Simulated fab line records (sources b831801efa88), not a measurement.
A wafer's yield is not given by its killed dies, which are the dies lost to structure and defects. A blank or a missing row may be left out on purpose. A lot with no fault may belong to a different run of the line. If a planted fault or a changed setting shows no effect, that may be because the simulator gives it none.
Problem report, 8D (eight disciplines) form, completed by code + flow sky130 + the parts of the form that need people (team, actions taken, sign-off) are left out

## 1. WHAT IS WRONG
VIA4_HDPCVD_THK at SKY_VIA4_THK_MEAS_01 reads a mean of 2579 nm on 3 wafers of 2 lots; wafers without a fault read 1752 nm with a standard deviation of 17. That puts it +49 standard deviations away from the usual mean.
First seen on wafer L939.5, day 45 17:55, on film metro-01. At this step, 36 wafers from 12 lots have a number in the record. By rule, "out" or "out of limits" means more than 4 standard deviations away from the usual mean. All remaining wafers that have a number are taken as sound.

## 2. WHAT IT IS, AND WHAT IT ISN'T
| question                    | is                           | is not                                                                          |
|-----------------------------|------------------------------|---------------------------------------------------------------------------------|
| which readings at this step | VIA4_HDPCVD_THK              | -                                                                               |
| which lots                  | L939, L942                   | L928, L930, L931, L932, L933, L935, L936, L937, L947, L951                      |
| which wafers of those lots  | L939.5, L942.3, L942.5       | L939.1, L939.6, L942.2                                                          |
| read on which gauges        | film metro-01, film metro-04 | film metro-02                                                                   |
| when                        | from day 45 17:55            | up to then (26 sound wafers); but 7 sound wafers of L942, L947, L951 came after |

## 3. THE SUSPECTS, EACH WITH WHAT RULES IT OUT
Counting: if a tool at a process step up to the reading ran every lot that is out, it stays a suspect. Sound lots after the first of them don't rule it out here, since some wafers of a struck lot are sound.
- the gauge at SKY_VIA4_THK_MEAS_01: ruled out. 2 gauges (film metro-01, film metro-04) read the wafers that are out.
- hdpcvd-01 at SKY_VIA4_HDPCVD_00 (deposits SiO2, target thk 1750 nm, time 291.7 s): kept. It processed each lot that is out (first: L939, day 45 17:44); up to then, its last sound lot is L937 (day 44 21:19).
After counting, what remains is hdpcvd-01 at SKY_VIA4_HDPCVD_00.

## 4. THE CAUSE (what the simulator had put in)
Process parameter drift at SKY_VIA4_HDPCVD_00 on hdpcvd-01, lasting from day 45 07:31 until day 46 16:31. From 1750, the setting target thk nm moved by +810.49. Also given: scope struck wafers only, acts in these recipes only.
Counting left only this tool.

## 5. THE CHAIN OF EFFECTS, in route order
One row per reading whose mean, taken over the struck wafers that have a number, lies over 3 standard deviations from the usual. Only readings whose record carries a usual standard deviation are examined. hours: median over the lots of the time between each lot's start at the first step of this table that gives one and its start at this step. sigmas: the change, counted in usual standard deviations.
| hours | step                 | reading         | usual   | on struck wafers | change | sigmas |
|-------|----------------------|-----------------|---------|------------------|--------|--------|
| 0     | SKY_VIA4_THK_MEAS_01 | VIA4_HDPCVD_THK | 1752 nm | 2579             | +827   | +49    |
Later measuring or inspecting steps at which every struck wafer that the step has a row for has a number for every such reading, and none has moved that far: SKY_PASSIVATION_THK_MEAS_01.

## 6. HOW IT WOULD HAVE BEEN CAUGHT EARLIER
Counted from the fault's start at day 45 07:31, it took 10 hours until the first out-of-limits reading at a measuring or inspecting step in this record, taken at day 45 17:55.
An alarm limit of 4 standard deviations would not have fired on the tool readings at SKY_VIA4_HDPCVD_00 for which the record gives a usual standard deviation, since none of them was out on any struck wafer.
L942, from the lots that are out (2), started SKY_VIA4_HDPCVD_00 on hdpcvd-01 later than day 45 17:55. Holding the tool at that time would have saved it.
